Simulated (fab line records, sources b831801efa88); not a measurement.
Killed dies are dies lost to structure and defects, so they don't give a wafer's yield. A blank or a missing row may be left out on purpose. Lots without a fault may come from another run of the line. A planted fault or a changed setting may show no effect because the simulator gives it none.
Problem report in the 8D (eight disciplines) form, filled by code | flow gf180mcu | the parts of the form that need people (team, actions taken, sign-off) are left out

1. THE PROBLEM
CONTACT_W_RS at GF_CONTACT_RS_MEAS_25 reads a mean of 0.441 ohm/sq on 8 wafers of 4 lots; wafers without a fault read 0.383 ohm/sq with a standard deviation of 0.0041. That is +14 standard deviations from the usual mean.
The step: measures by four-point-probe.
First seen on wafer L842.1, day 19 13:16, on film_metro-01. The record holds 36 wafers of 12 lots with a number at this step. Rule for "out", or "out of limits": more than 4 standard deviations from the usual mean. The other wafers with a number count as sound.

2. WHAT IT IS AND WHAT IT IS NOT
question                    | is                                                             | is not
which readings at this step | CONTACT_W_RS                                                   | -
which lots                  | L842, L845, L846, L847                                         | L833, L834, L835, L837, L850, L851, L853, L855
which wafers of those lots  | L842.1, L842.3, L845.2, L845.4, L846.1, L846.4, L846.5, L847.3 | L842.2, L845.3, L847.2, L847.4
read on which gauges        | film_metro-01, film_metro-03, film_metro-04                    | -
when                        | from day 19 13:16                                              | up to then (13 sound wafers); but 15 sound wafers of L845, L847, L850, L851, L853, L855 came after

3. SUSPECTS, AND WHAT RULES EACH OUT
Counting: a tool at a process step up to the reading stays a suspect if it ran every lot that is out. Sound lots after the first of them don't rule it out here, since some wafers of a struck lot are sound.
- the gauge at GF_CONTACT_RS_MEAS_25: ruled out. The wafers that are out were read on 3 gauges (film_metro-01, film_metro-03, film_metro-04).
- cvd_w-01 at GF_CONTACT_CVD_24 (deposits W, target thk 300 nm, time 90.339 s): kept. It ran every lot that is out, first L842 (day 19 13:10); its last sound lot up to then is L837 (day 17 17:13).
- Within cvd_w-01 at GF_CONTACT_CVD_24: the wafers that are out ran in chamber 0; their sound lot-mates ran in chamber 1.
Left after counting: cvd_w-01 at GF_CONTACT_CVD_24.

4. THE CAUSE (what the simulator had put in)
Site profile drift: cvd_w-01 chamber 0, from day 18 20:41 on, at GF_CONTACT_CVD_24. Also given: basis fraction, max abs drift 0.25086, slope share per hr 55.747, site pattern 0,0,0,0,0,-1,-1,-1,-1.
Counting left only this tool.

5. THE CHAIN OF EFFECTS, in route order
Each row: a reading whose mean over the struck wafers that have a number lies more than 3 standard deviations from the usual. Only readings for which the record gives a usual standard deviation are gone through. hours: the time from each lot's start at the first step in this table that gives one to its start at this step, as a median over the lots. sigmas: the change in usual standard deviations.
hours | step                   | reading       | usual        | on struck wafers | change | sigmas
0     | GF_CONTACT_RS_MEAS_25  | CONTACT_W_RS  | 0.383 ohm/sq | 0.441            | +0.058 | +14
0     | GF_CONTACT_THK_MEAS_26 | CONTACT_W_THK | 305 nm       | 271              | -34    | -8.5
Later measuring or inspecting steps at which every struck wafer that the step has a row for has a number for every such reading, and none has moved that far: GF_M1_CD_MEAS_14.

6. WHAT WOULD HAVE CAUGHT IT SOONER
In this record the first reading out of limits at a measuring or inspecting step was taken at day 19 13:16, 17 hours after the fault began at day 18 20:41.
Of the tool readings at GF_CONTACT_CVD_24 for which the record gives a usual standard deviation, none was out on any struck wafer, so an alarm limit of 4 standard deviations on them would not have fired.
Of the lots that are out (4), L845, L846, L847 began GF_CONTACT_CVD_24 on cvd_w-01 after day 19 13:16. A hold on the tool at that time would have spared those 3.
